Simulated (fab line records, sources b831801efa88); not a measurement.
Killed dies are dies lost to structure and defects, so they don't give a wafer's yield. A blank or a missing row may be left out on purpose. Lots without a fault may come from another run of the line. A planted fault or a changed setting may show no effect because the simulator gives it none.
A struck lot beside a sound one | flow gf180mcu | 15 steps out of a route of 602
Sound: wafers L272.4, L272.5, L272.6. Struck: wafers L271.3, L271.4, L271.5. The cause comes at the end.
At each step with rows: each side's tool, then ch and its chambers, then its first start. Under that, the readings that differ: sound wafers | struck wafers | difference of the means | sigmas: that difference in standard deviations of wafers without a fault.
alike: readings whose means differ by less than 2 such deviations, and words and numbers that are the same on both sides. not compared: withheld readings, readings that some wafer has no value for, bounds like >300 that may hide the same value, and numbers for which the record gives no deviation and whose values overlap.
The two part at a step that has a row with sigmas, a row that says differs or no value, or rows on one side only. Numbers that don't overlap but have no deviation are shown without sigmas and don't part them. A reading that every wafer of one side lacks parts them only if that side has two wafers or more.

first, 1 step without rows for these wafers: GF_MVSD_DEVELOP_06 (develop time 60 s).
GF_MVSD_OVL_MEAS_07:
  sound on overlay-02, day 7 17:58; struck on overlay-02, day 7 10:43
  alike: MVSD_OVL
then, 2 steps without rows for these wafers: GF_MVSD_IMPLANT_08; GF_MVSD_IMPLANT_09.
GF_MVSD_STRIP_10: strips in O2/N2.
  sound on plasma_asher-03 ch 0,1, day 7 18:19; struck on plasma_asher-03 ch 0,1, day 7 11:05
  reading                      | sound             | struck            | difference | sigmas
  strip_time_to_endpoint_s (s) | 37.04 37.10 37.16 | 37.45 37.35 37.40 | +0.30      | +2
  alike: drypump_motor_current_A, heater_power_w, oes_product_au
  not compared: rf_hours_counter_h
GF_MVSD_TW_MEAS_11:
  sound on film_metro-03, day 7 18:25; struck on film_metro-03, day 7 11:10
  alike: MVSD_TW
then, 6 steps without rows for these wafers: GF_MVPSD_DEHYDRATE_00 (time 60 s); GF_MVPSD_HMDS_01 (prime time 60 s); GF_MVPSD_COAT_02 (resist thk 3000 nm); GF_MVPSD_SOFTBAKE_03; GF_MVPSD_EXPOSE_04 (exposes mask MVPSD, target cd 1000 nm); GF_MVPSD_PEB_05.
GF_MVPSD_DEVELOP_06: develop time 60 s.
  sound on litho_track-01 ch 0, day 8 10:00; struck on litho_track-02 ch 0, day 8 02:00
  alike: developer_temp_C
GF_MVPSD_OVL_MEAS_07:
  sound on overlay-02, day 8 10:53; struck on overlay-02, day 8 02:55
  reading        | sound         | struck | difference                    | sigmas
  MVPSD_OVL (nm) | -1.1 0.4 -2.0 | - - -  | no value on the struck wafers |
then, 1 step without rows for these wafers: GF_MVPSD_IMPLANT_08.

WHERE THEY PART
First at GF_MVSD_STRIP_10; last, within this record, at GF_MVPSD_OVL_MEAS_07.

WHY: what the simulator had put in
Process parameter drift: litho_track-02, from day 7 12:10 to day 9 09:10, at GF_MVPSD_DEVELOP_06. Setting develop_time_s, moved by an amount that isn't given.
